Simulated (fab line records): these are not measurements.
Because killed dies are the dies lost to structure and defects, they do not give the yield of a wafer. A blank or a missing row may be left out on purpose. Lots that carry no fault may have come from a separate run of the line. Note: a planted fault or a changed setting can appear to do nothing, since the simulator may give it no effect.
What tool caused it? | flow sky130 | 13 lots, 39 wafers sampled, at 5 steps of a route of 708

WHAT THE GAUGES READ, wafer by wafer
SKY_VT_ADJUST_HVTR_OVL_MEAS_08.
lot  | measured     | on         | VT_ADJUST_HVTR_OVL (nm)
L257 | day 9 07:47  | overlay-01 | 1.0 -0.4 1.5
L260 | day 10 07:00 | overlay-02 | -0.1 3.2 2.5
L261 | day 10 19:14 | overlay-01 | 0.0 -1.0 -1.1
L263 | day 11 07:12 | overlay-01 | -1.9 -0.9 -1.7
L264 | day 11 15:54 | overlay-02 | -2.0 -1.7 -0.9
L265 | day 11 18:39 | overlay-02 | -1.3 0.2 0.6
L266 | day 12 02:06 | overlay-01 | 0.4 -1.3 0.4
L267 | day 12 09:54 | overlay-02 | -1.8 -0.1 -2.3
L269 | day 13 09:00 | overlay-02 | 0.0 2.0 0.3
L270 | day 13 15:15 | overlay-01 | -1.6 0.3 -1.7
L271 | day 13 16:23 | overlay-01 | 1.1 -2.8 0.0
L274 | day 14 13:33 | overlay-02 | 0.6 -0.3 -0.6
L280 | day 16 12:11 | overlay-01 | -0.8 0.1 -2.7

SKY_VT_ADJUST_PCH_OVL_MEAS_07.
lot  | measured     | on         | VT_ADJUST_PCH_OVL (nm)
L257 | day 10 06:16 | overlay-02 | 1.3 0.6 0.3
L260 | day 11 06:06 | overlay-02 | 1.7 1.7 1.3
L261 | day 11 19:14 | overlay-01 | -0.3 1.4 0.6
L263 | day 12 06:14 | overlay-02 | 1.7 -0.6 -0.9
L264 | day 12 14:08 | overlay-01 | 2.4 0.5 1.1
L265 | day 12 17:07 | overlay-02 | 2.7 1.2 0.5
L266 | day 13 02:18 | overlay-01 | -0.6 -0.6 -1.8
L267 | day 13 09:54 | overlay-02 | -1.1 -0.8 -1.7
L269 | day 14 09:38 | overlay-02 | 0.8 -1.4 2.0
L270 | day 14 17:20 | overlay-02 | -0.6 1.5 0.8
L271 | day 14 18:46 | overlay-02 | 0.5 0.7 0.5
L274 | day 15 17:08 | overlay-02 | -1.1 -1.9 -1.6
L280 | day 17 17:44 | overlay-02 | -0.3 0.3 1.3

SKY_SONOS_ONO_CD_MEAS_13: the cd target is 410 nm.
lot  | measured     | on       | cdNm (nm)
L257 | day 12 14:46 | cdSem-02 | 409.9 408.0 406.9
L260 | day 13 12:11 | cdSem-01 | 406.8 408.1 406.4
L261 | day 14 05:47 | cdSem-02 | 409.6 409.2 411.5
L263 | day 14 18:28 | cdSem-02 | 411.0 410.5 409.9
L264 | day 14 23:38 | cdSem-02 | 408.7 409.8 405.1
L265 | day 15 03:38 | cdSem-01 | 412.3 410.8 411.7
L266 | day 15 14:05 | cdSem-01 | 409.3 412.5 409.1
L267 | day 15 20:19 | cdSem-01 | 410.4 410.8 413.0
L269 | day 17 00:19 | cdSem-01 | 412.0 411.2 410.7
L270 | day 17 07:28 | cdSem-01 | 409.1 405.4 407.5
L271 | day 17 08:07 | cdSem-01 | 409.7 409.2 412.7
L274 | day 18 07:50 | cdSem-01 | 408.2 407.8 407.9
L280 | day 20 11:28 | cdSem-02 | 411.4 410.9 412.1

SKY_GATE_OXIDE_TW_MEAS_14.
lot  | measured     | on           | GATE_OXIDE_TW
L257 | day 13 19:50 | filmMetro-02 | 222.6 220.9 222.2
L260 | day 14 19:26 | filmMetro-01 | 222.7 221.7 222.6
L261 | day 15 11:04 | filmMetro-04 | 224.4 224.0 224.2
L263 | day 16 00:58 | filmMetro-02 | 223.0 222.8 221.6
L264 | day 16 05:31 | filmMetro-04 | 225.4 225.3 224.2
L265 | day 16 11:32 | filmMetro-02 | 222.8 222.9 221.7
L266 | day 16 22:10 | filmMetro-02 | 221.1 222.2 221.6
L267 | day 17 03:25 | filmMetro-04 | 224.7 226.1 224.4
L269 | day 18 08:01 | filmMetro-01 | 222.4 222.3 222.5
L270 | day 18 15:40 | filmMetro-02 | 217.2 216.6 217.1
L271 | day 18 15:43 | filmMetro-02 | 223.3 221.7 221.0
L274 | day 19 17:02 | filmMetro-04 | 219.7 219.9 219.3
L280 | day 21 20:40 | filmMetro-01 | 221.5 221.7 222.1

EACH LOT AND THE TOOL THAT RAN IT (in order: tool; ch and the chambers of the sampled wafers; start)
lot  | SKY_GATE_OXIDE_IMPLANT_11
L257 | implanter-02 ch 0, day 13 19:28
L260 | implanter-01 ch 0, day 14 19:05
L261 | implanter-02 ch 0, day 15 10:43
L263 | implanter-02 ch 0, day 16 00:38
L264 | implanter-01 ch 0, day 16 05:10
L265 | implanter-01 ch 0, day 16 11:14
L266 | implanter-01 ch 0, day 16 21:50
L267 | implanter-01 ch 0, day 17 03:05
L269 | implanter-01 ch 0, day 18 07:41
L270 | implanter-01 ch 0, day 18 15:19
L271 | implanter-02 ch 0, day 18 15:19
L274 | implanter-01 ch 0, day 19 16:43
L280 | implanter-02 ch 0, day 21 20:19
- SKY_GATE_OXIDE_IMPLANT_11

AS READ BY THE TOOLS THEMSELVES (means over the sampled wafers that have a number; for cases with no such wafer, the mark the record gives instead)
SKY_GATE_OXIDE_IMPLANT_11.
lot  | tool         | beamEnergyKeV | beamOnS (s)
L257 | implanter-02 | 10.000        | 10.00
L260 | implanter-01 | 9.999         | 10.03
L261 | implanter-02 | 10.003        | 9.98
L263 | implanter-02 | 10.000        | 10.04
L264 | implanter-01 | 10.003        | 9.87
L265 | implanter-01 | 9.999         | 10.10
L266 | implanter-01 | 10.003        | 10.02
L267 | implanter-01 | 10.001        | 9.75
L269 | implanter-01 | 9.999         | 10.30
L270 | implanter-01 | 9.034         | 10.12
L271 | implanter-02 | 10.002        | 9.99
L274 | implanter-01 | 9.032         | 9.91
L280 | implanter-02 | 10.001        | 10.04

THE ANSWER, worked out from the rows above alone
Rule: usual is defined by the lots themselves. The widest of any qualifying gaps counts: lots, ordered by their means at a reading, are off when they make up no more than a third of the lots, leave a main group of 4 or more, and stand apart from it by 3 or more times the standard deviation of that group's means. Not used: any main group whose means are identical at the precision the tables above print for the reading. Also off: a lot with no number at a reading for which 4 or more lots have one. Any other lot the step has rows for is counted as sound. Order of review: gauges by route order, followed by the tools' own readings, for which a lot's mean as printed above is used. The first step at which some lot is off is used, and at that step the reading that is off furthest; a lot without a number counts as furthest.
Off: L270, L274 (SKY_GATE_OXIDE_IMPLANT_11, beamEnergyKeV). For the main group the mean is 10.001 and the standard deviation 0.0016.
If a tool, at that step or one of the process steps before it, ran each lot that is off and ran no sound lot following the first of them, it fits. One candidate fits, namely implanter-01 at SKY_GATE_OXIDE_IMPLANT_11. Its last sound lot is L269 (day 18 07:41), its first lot that is off L270 (day 18 15:19): a fault that began between those two fits.
On the lots that are off, the tool's own readings at SKY_GATE_OXIDE_IMPLANT_11 differ by more than 5 times the standard deviation of the sound lots' means, which bears it out; beamEnergyKeV reads 9.033 there versus 10.001 on the sound lots.

WHAT THE SIMULATOR HAD PUT IN
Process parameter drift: implanter-01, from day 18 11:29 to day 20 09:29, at SKY_GATE_OXIDE_IMPLANT_11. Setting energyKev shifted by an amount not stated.
Shown lots that were struck: L270, L274. Same finding as the rule above.
